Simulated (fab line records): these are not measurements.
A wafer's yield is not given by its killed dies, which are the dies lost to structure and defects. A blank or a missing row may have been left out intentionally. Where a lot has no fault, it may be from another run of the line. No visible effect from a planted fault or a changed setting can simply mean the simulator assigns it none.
A struck lot beside a sound one / flow gf180mcu / 14 out of 602 route steps
Sound: these wafers, L189.1, L189.2, L189.6. The struck wafers were L203.4, L203.5, L203.6. The cause is named last.
For every step that has rows: the tool of each side, followed by ch and its chambers, followed by its first start. Under that, the readings that differ: sound wafers / struck wafers / difference of the means / sigmas: that difference in standard deviations of wafers without a fault.
alike: same words and numbers on both sides, and readings whose means sit less than 2 such deviations apart. not compared: any withheld reading, any reading some wafer has no value for, any bound like >300 that may hide the same value, and any number with overlapping values for which the record gives no deviation.
The two part at a step that has a row with sigmas, a row that says differs or no value, or rows on one side only. Numbers that don't overlap but have no deviation are shown without sigmas and don't part them. A reading that every wafer of one side lacks parts them only if that side has two wafers or more.

GF_V2_CMP_26: polishes, stops on SiO2, t overpolish 15 s, target thk 0 nm.
  sound on cmp-01 ch 0,3, day 20 16:58; struck on cmp-01 ch 0,1,3, day 25 16:00
  alike: motorCurrentA, overpolishRunS, timeToEndpointS
then, 1 step without rows for these wafers: GF_M3_SPUTTER_00 (material Ti, target thk 37.5 nm, time 150 s).
GF_M3_SPUTTER_01: material TiN, target thk 30 nm, time 25 s.
  sound: pvdSputter-04 at day 20 17:22; struck: pvdSputter-02 at day 25 16:18
  alike: throttleValvePct
GF_M3_SPUTTER_02: material AlCu, target thk 450 nm, time 23.9 s.
  sound: pvdSputter-04 at day 20 17:23; struck: pvdSputter-02 at day 25 16:20
  alike: throttleValvePct
GF_M3_SPUTTER_03: material Ti, target thk 10 nm, time 6.7 s.
  sound: pvdSputter-04 at day 20 17:25; struck: pvdSputter-02 at day 25 16:22
reading=substrateTempC (C); sound=299.90 299.56 299.46; struck=300.25 300.02 300.01; difference=+0.45; sigmas=+2
  alike: throttleValvePct
GF_M3_SPUTTER_04: material TiN, target thk 50 nm, time 41.7 s.
  sound: pvdSputter-04 at day 20 17:26; struck: pvdSputter-02 at day 25 16:23
  alike: throttleValvePct
GF_M3_RS_MEAS_05: measurement is done with a four-point probe.
  sound: filmMetro-03 at day 20 17:29; struck: filmMetro-02 at day 25 16:29
reading=M3_ALCU_RS (ohm/sq); sound=0.0696 0.0698 0.0694; struck=0.0683 0.0683 0.0675; difference=-0.0016; sigmas=-2
GF_M3_THK_MEAS_06: measures by xrf.
  sound: filmMetro-03 at day 20 17:36; struck: filmMetro-02 at day 25 16:34
  alike: M3_ALCU_THK
then, 4 steps without rows for these wafers: GF_M3_DEHYDRATE_07 (time 60 s); GF_M3_HMDS_08 (prime time 60 s); GF_M3_COAT_09 (resist thk 1000 nm); GF_M3_SOFTBAKE_10 (time 60 s).
GF_M3_EXPOSE_11: exposes mask Metal3, target cd 280 nm.
  sound on krfScanner-01 ch 0, day 21 05:49; struck on krfScanner-02, day 26 03:14
  no value came back on the struck wafers for exposureDoseMJCm2, focusOffsetNm (nm), na; on the sound wafers exposureDoseMJCm2 reads 28.15 28.15 28.18
  alike: mask
then, 1 step without rows for these wafers: GF_M3_PEB_12 (peb time 90 s).

## WHERE THEY PART
First at GF_M3_SPUTTER_03; last, within this record, at GF_M3_EXPOSE_11.

WHY: what had been put in by the simulator
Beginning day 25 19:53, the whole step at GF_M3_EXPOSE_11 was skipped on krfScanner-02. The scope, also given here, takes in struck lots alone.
